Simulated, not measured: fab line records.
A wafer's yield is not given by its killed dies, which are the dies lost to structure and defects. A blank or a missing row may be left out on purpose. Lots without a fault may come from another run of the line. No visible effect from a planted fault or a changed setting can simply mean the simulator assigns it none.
fab line records	flow gf180mcu
record lots=6	wafers=18	last_day=33
route steps=602 shown STI@1
lots that met no fault: taken from a fault-free run of the same line
start_h: hours from the record's first day to the start of the lot's first wafer shown	wait_h: hours since the lot's step before	" unchanged from the row above	L1.1+2: several wafers, shown together as one row	- no value, or no start was given	* or withheld: withheld	< > ~ a bound
route shown NAME@n: names a module that has steps shown in the file, with the first one's number in the route	usual: mean and standard deviation over wafers with no fault	same: alike in all rows	chamber/n: place in a boat	sites: the reading at each site	_std_site: the standard deviation of these	_edge_site: inner sites' mean taken away from outer sites' mean	radius_mm: for every site, how far away it sits from the centre of the wafer	mask NAME#n: copy n	behind: the last tool/chamber to shape the wafer	hold: the reason the lot was held/the length of the hold in hours/how it ended	device: which transistor (n, p or np) failed to switch	end of line: the same wafers' tests at the end of the route	a step with no rows: only its recipe	killed: dies lost to structure and defects at the first sort, not the wafer's yield	map: the dies of a wafer, with x for killed, . for not killed, _ for no die there
set.NAME: the setting that was run; set.NAME@STEP: the one run at that earlier step	model.NAME: the simulator's own value behind a step, which no gauge read
lots seen at some steps along the route; tables by step, rows by wafer
services: from which hour (start_h, from the record's first day; less than 0 if before it) a tool's chamber was out of use, for how many hours, and why
## steps
# step GF_STI_BOW_MEAS_00
# recipe mode=bow
# usual INCOMING_BOW=0/6.4
lot.wafer	tool	chamber	start_h	wait_h	INCOMING_BOW[um]
L928.1	film_metro-02	-	15.00	-	6
L928.3	"	-	"	"	-3
L928.6	"	-	"	"	9
L932.1	film_metro-01	-	35.00	-	0
L932.4	"	-	"	"	8
L932.5	"	-	"	"	-9
L939.1	film_metro-02	-	70.00	-	-2
L939.2	"	-	"	"	3
L939.3	"	-	"	"	6
L940.3	film_metro-02	-	75.04	-	8
L940.4	"	-	"	"	-1
L940.5	"	-	"	"	-1
L943.3	film_metro-01	-	90.04	-	-2
L943.4	"	-	"	"	4
L943.5	"	-	"	"	-2
L947.2	film_metro-03	-	110.02	-	-5
L947.4	"	-	"	"	6
L947.6	"	-	"	"	-4
# step GF_STI_OXIDATION_01
# recipe temp_c=900	ambient=O2	stabilise_s=600	purge_s=300	target_thk_a=100	ox_time_s=1418
# step GF_STI_THK_MEAS_02
# recipe reads=SiO2_of_STI_OXIDATION_01
# usual STI_OXIDATION_THK=10.04/0.18
lot.wafer	tool	chamber	start_h	wait_h	STI_OXIDATION_THK[nm]
L928.1	film_metro-02	-	17.89	0.0	9.60
L928.3	"	-	"	"	9.76
L928.6	"	-	"	"	9.76
L932.1	film_metro-02	-	37.16	0.0	10.29
L932.4	"	-	"	"	10.06
L932.5	"	-	"	"	10.12
L939.1	film_metro-03	-	71.51	0.0	9.90
L939.2	"	-	"	"	9.82
L939.3	"	-	"	"	9.91
L940.3	film_metro-02	-	76.53	0.0	9.85
L940.4	"	-	"	"	9.70
L940.5	"	-	"	"	9.87
L943.3	film_metro-02	-	91.53	0.0	9.94
L943.4	"	-	"	"	9.89
L943.5	"	-	"	"	10.02
L947.2	film_metro-03	-	111.52	0.0	9.91
L947.4	"	-	"	"	9.84
L947.6	"	-	"	"	9.96
# step GF_STI_CVD_03
# recipe material=Si3N4	precursor=DCS/NH3	target_thk_nm=207.16	temp_c=770	time_s=3551	pressure_mtorr=250
# step GF_STI_THK_MEAS_04
# recipe reads=Si3N4_of_STI_CVD_03
# usual STI_CVD_03_THK=207.0/2.1
lot.wafer	tool	chamber	start_h	wait_h	STI_CVD_03_THK[nm]
L928.1	film_metro-01	-	19.94	0.0	204.6
L928.3	"	-	"	"	207.3
L928.6	"	-	"	"	205.0
L932.1	film_metro-02	-	39.21	0.0	208.0
L932.4	"	-	"	"	205.9
L932.5	"	-	"	"	208.0
L939.1	film_metro-03	-	73.56	0.0	206.8
L939.2	"	-	"	"	207.7
L939.3	"	-	"	"	207.5
L940.3	film_metro-02	-	78.58	0.0	209.2
L940.4	"	-	"	"	207.5
L940.5	"	-	"	"	206.9
L943.3	film_metro-01	-	93.58	0.0	206.8
L943.4	"	-	"	"	204.1
L943.5	"	-	"	"	205.5
L947.2	film_metro-02	-	113.57	0.0	209.5
L947.4	"	-	"	"	208.5
L947.6	"	-	"	"	208.2
# step GF_STI_DEHYDRATE_05
# recipe temp_c=200	time_s=60
# step GF_STI_HMDS_06
# recipe prime_time_s=60	prime_temp_c=120
# step GF_STI_COAT_07
# recipe resist=KrF	spin_rpm=withheld	resist_thk_nm=700
# step GF_STI_SOFTBAKE_08
# recipe temp_c=130	time_s=60	resist=KrF
# step GF_STI_EXPOSE_09
# recipe mask_id=COMP	target_cd_nm=220	na=0.68	source_shape=conventional	sigma_outer=0.6	dose_mj=28
# step GF_STI_PEB_10
# recipe peb_temp_c=135	peb_time_s=90	resist=KrF
# usual exhaust_pa=45.0/0.77	heater_power_total_W=85.70/0.081	plate_temp_C=134.98/0.16
lot.wafer	tool	chamber	start_h	wait_h	exhaust_pa	heater_power_total_W	plate_temp_C
L928.1	litho_track-03	0	31.51	-	43.6	85.72	135.17
L928.3	"	0	"	"	44.4	85.73	135.14
L928.6	"	0	"	"	44.8	85.73	135.09
L932.1	litho_track-04	0	51.81	-	45.8	85.58	135.21
L932.4	"	0	"	"	45.2	85.70	135.18
L932.5	"	0	"	"	45.5	85.64	135.12
L939.1	litho_track-03	0	86.66	-	43.9	76.56	123.76
L939.2	"	0	"	"	44.9	76.29	123.59
L939.3	"	0	"	"	44.6	76.44	123.68
L940.3	litho_track-03	0	92.18	-	44.7	76.48	123.66
L940.4	"	0	"	"	45.5	76.31	123.50
L940.5	"	0	"	"	44.5	76.40	123.76
L943.3	litho_track-02	0	107.07	-	45.6	85.83	135.00
L943.4	"	0	"	"	44.1	85.78	134.78
L943.5	"	0	"	"	44.3	85.78	134.85
L947.2	litho_track-02	0	127.88	-	44.2	85.74	134.81
L947.4	"	0	"	"	45.2	85.71	134.80
L947.6	"	0	"	"	44.3	85.64	135.02
# step GF_STI_DEVELOP_11
# recipe develop_time_s=60	dev_temp_c=21
# step GF_STI_CD_MEAS_12
# recipe target_cd_nm=220
# usual cd_nm=220.0/1.3
lot.wafer	tool	chamber	start_h	wait_h	cd_nm
L928.1	cd_sem-02	-	31.86	0.1	219.3
L928.3	"	-	"	"	221.6
L928.6	"	-	"	"	220.5
L932.1	cd_sem-02	-	52.16	0.1	218.6
L932.4	"	-	"	"	219.1
L932.5	"	-	"	"	218.6
L939.1	cd_sem-01	-	87.03	0.1	274.2
L939.2	"	-	"	"	273.2
L939.3	"	-	"	"	274.2
L940.3	cd_sem-02	-	92.50	0.1	276.6
L940.4	"	-	"	"	275.1
L940.5	"	-	"	"	275.1
L943.3	cd_sem-01	-	107.39	0.1	220.7
L943.4	"	-	"	"	219.8
L943.5	"	-	"	"	220.2
L947.2	cd_sem-02	-	128.22	0.1	218.4
L947.4	"	-	"	"	217.6
L947.6	"	-	"	"	218.2
# step GF_STI_ETCH_13
# recipe chemistry=CHF3/O2	stop_on=Si	over_etch_frac=0.3	target_depth_a=2823.1	source_w=600	bias_w=200	pressure_mtorr=40	chf3_flow_sccm=50	O2_flow_sccm=5	time_s=112.9
# usual drypump_motor_current_A=5.4/0.47	oes_product_au=0.832/0.0063	throttle_valve_pct=8.811/0.0091
lot.wafer	tool	chamber	start_h	wait_h	drypump_motor_current_A	oes_product_au	rf_hours_counter_h	throttle_valve_pct	model.STI.cd_nm
L928.1	rie_diel-04	0	31.98	0.1	4.8	0.828	123	8.821	219
L928.3	"	1	"	"	5.8	0.829	8	8.802	222
L928.6	"	1	"	"	5.8	0.821	-	8.815	221.6
L932.1	rie_diel-01	2	52.28	0.1	5.7	0.834	67	8.810	219.3
L932.4	"	1	"	"	6.3	0.834	131	8.808	219.3
L932.5	"	0	"	"	5.6	0.832	-	8.808	217.7
L939.1	rie_diel-01	0	87.15	0.1	5.6	0.830	78	8.822	274
L939.2	"	3	"	"	5.8	0.839	9	8.825	273.5
L939.3	"	1	"	"	6.3	0.836	132	8.800	274.5
L940.3	rie_diel-03	3	92.62	0.1	4.9	0.840	-	8.812	276.4
L940.4	"	2	"	"	5.8	0.830	-	8.808	274.7
L940.5	"	3	"	"	4.9	0.834	-	8.815	274.9
L943.3	rie_diel-04	3	107.47	0.1	5.8	0.824	75	8.814	219.7
L943.4	"	2	"	"	4.9	0.828	2	8.795	219.8
L943.5	"	2	"	"	4.8	0.828	-	8.808	219.9
L947.2	rie_diel-04	3	128.32	0.1	5.8	0.840	76	8.812	218.3
L947.4	"	1	"	"	5.7	0.833	11	8.831	217.9
L947.6	"	0	"	"	4.8	0.830	-	8.823	218.1
# step GF_STI_ETCH_14
# recipe target=Si	chemistry=HBr/Cl2/O2	target_depth_nm=360	icp_w=600	bias_w=150	pressure_mtorr=15	HBr_flow_sccm=150	Cl2_flow_sccm=40	O2_flow_sccm=6	time_s=102.9
# usual drypump_motor_current_A=5.5/0.34	oes_product_au=1.007/0.012	throttle_valve_pct=25.652/0.012
lot.wafer	tool	chamber	start_h	wait_h	drypump_motor_current_A	oes_product_au	rf_hours_counter_h	throttle_valve_pct	model.STI.cd_nm
L928.1	rie_si-02	0	32.06	0.0	5.5	0.989	161	25.660	216.8
L928.3	"	1	"	"	5.6	0.997	56	25.640	228.3
L928.6	"	1	"	"	5.6	0.995	-	25.658	229.3
L932.1	rie_si-01	3	52.36	0.0	6.1	1.005	57	25.656	218.9
L932.4	"	2	"	"	5.1	1.014	120	25.630	214.3
L932.5	"	0	"	"	5.3	1.016	-	25.654	215
L939.1	rie_si-02	3	87.23	0.0	5.0	1.031	35	25.646	278.4
L939.2	"	0	"	"	5.5	0.978	0	25.684	276.4
L939.3	"	2	"	"	5.7	0.995	108	25.650	276.7
L940.3	rie_si-01	0	92.70	0.0	5.3	0.999	55	25.645	274.7
L940.4	"	2	"	"	5.1	1.011	120	25.657	271.8
L940.5	"	3	"	"	6.2	1.007	-	25.643	274.6
L943.3	rie_si-01	3	107.55	0.0	6.1	1.019	57	25.642	219.9
L943.4	"	2	"	"	5.1	1.019	121	25.654	219.3
L943.5	"	1	"	"	5.5	1.012	-	25.656	221.2
L947.2	rie_si-02	0	128.40	0.0	5.5	0.980	1	25.678	216.9
L947.4	"	1	"	"	5.6	0.982	57	25.667	222
L947.6	"	1	"	"	5.6	0.971	-	25.655	222.1
# step GF_STI_STRIP_15
# recipe chemistry=O2/N2	power_w=1400	pressure_mtorr=1500	platen_temp_c=250	o2_flow_sccm=3000	n2_flow_sccm=300	overash_fraction=0.5
# usual drypump_motor_current_A=6.0/0.56	heater_power_w=359/55	oes_product_au=0.383/0.0052	strip_time_to_endpoint_s=3.71/0.044
lot.wafer	tool	chamber	start_h	wait_h	drypump_motor_current_A	heater_power_w	oes_product_au	rf_hours_counter_h	strip_time_to_endpoint_s
L928.1	plasma_asher-04	1	32.13	0.0	6.7	432	0.389	24	3.74
L928.3	"	0	"	"	6.1	323	0.379	-	3.71
L928.6	"	0	"	"	6.1	317	0.395	-	3.73
L932.1	plasma_asher-03	1	52.43	0.0	4.9	302	0.389	42	3.77
L932.4	"	0	"	"	6.2	404	0.383	-	3.65
L932.5	"	1	"	"	4.9	298	0.387	-	3.75
L939.1	plasma_asher-03	1	87.31	0.0	4.9	302	0.378	46	3.65
L939.2	"	0	"	"	6.2	408	0.374	46	3.77
L939.3	"	1	"	"	4.9	303	0.376	-	3.60
L940.3	plasma_asher-04	1	92.81	0.1	6.6	431	0.381	-	3.70
L940.4	"	0	"	"	6.1	303	0.391	-	3.67
L940.5	"	1	"	"	6.6	428	0.379	-	3.69
L943.3	plasma_asher-04	0	107.66	0.1	6.1	318	0.386	-	3.72
L943.4	"	1	"	"	6.7	435	0.379	-	3.70
L943.5	"	1	"	"	6.6	435	0.375	-	3.70
L947.2	plasma_asher-02	1	128.47	0.0	5.5	410	0.384	1	3.80
L947.4	"	0	"	"	6.3	289	0.383	-	3.76
L947.6	"	1	"	"	5.5	394	0.382	-	3.79
## services
tool	chamber	start_h	hours	kind
plasma_asher-03	-	23.82	0.5	repair
rie_diel-04	2	30.90	15.4	repair
rie_diel-04	1	34.32	43.8	repair
rie_si-02	0	34.89	-	clean
rie_si-02	0	34.89	19.6	scheduled_down
rie_si-02	0	34.89	19.6	vent_cycle
rie_diel-04	-	43.07	0.3	repair
rie_diel-04	0	44.57	1.2	repair
rie_si-01	-	67.08	22.8	repair
plasma_asher-04	-	68.28	1.6	repair
rie_diel-03	-	79.91	4.3	pm
rie_diel-03	1	87.54	16.7	repair
rie_diel-03	0	87.64	8.1	repair
rie_diel-01	-	87.91	28.1	pm
rie_diel-04	2	90.05	10.8	repair
plasma_asher-02	-	108.75	9.0	pm
plasma_asher-02	0	108.75	9.0	vent_cycle
plasma_asher-02	1	108.75	9.0	vent_cycle
plasma_asher-02	0	117.75	-	clean
plasma_asher-02	1	117.75	-	clean
rie_diel-01	1	126.03	13.8	repair
## key
first_sign step=GF_STI_PEB_10	reading=heater_power_total_W	direction=down	sigmas=99+	usual=85.70	struck=76.41
effect step=GF_STI_PEB_10	reading=plate_temp_C	direction=down	sigmas=69	usual=*	struck=*
effect step=GF_STI_CD_MEAS_12	reading=cd_nm	direction=up	sigmas=43	usual=220.0	struck=274.7
model_effect step=GF_STI_ETCH_13	value=STI.cd_nm	without=220.4	struck=274.7
model_effect step=GF_STI_ETCH_14	value=STI.cd_nm	without=221.2	struck=275.4
met_at GF_STI_PEB_10
struck_wafers L939.1,L939.2,L939.3,L940.3,L940.4,L940.5
later_rows_left_out L939.1,L939.2,L939.3,L940.3,L940.4,L940.5
sort_left_out L939.1,L939.2,L939.3,L940.3,L940.4,L940.5
tester_left_out L939,L940
onset_between 31.51 86.66
fault kind=process_parameter_drift	tool=litho_track-03	chamber=-	onset_h=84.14	steps=GF_STI_PEB_10	channel=peb_temp_c	offset=*	shape=step	end_h=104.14	acts_in=*	stated=*
# tester_left_out: of these lots the tester's yield and bins aren't shown, on N5 and GAA mostly nor the transistor test; their killed dies are dies lost to structure and defects alone, not to doping, threshold or leakage, so they don't give the yield
# sort_left_out: the simulated sort isn't trusted on such a fault, so these wafers' sort isn't shown, and their yield isn't known
# later_rows_left_out: the simulator's readings of these wafers behind a module that went badly wrong aren't trusted and aren't shown, but for the sort
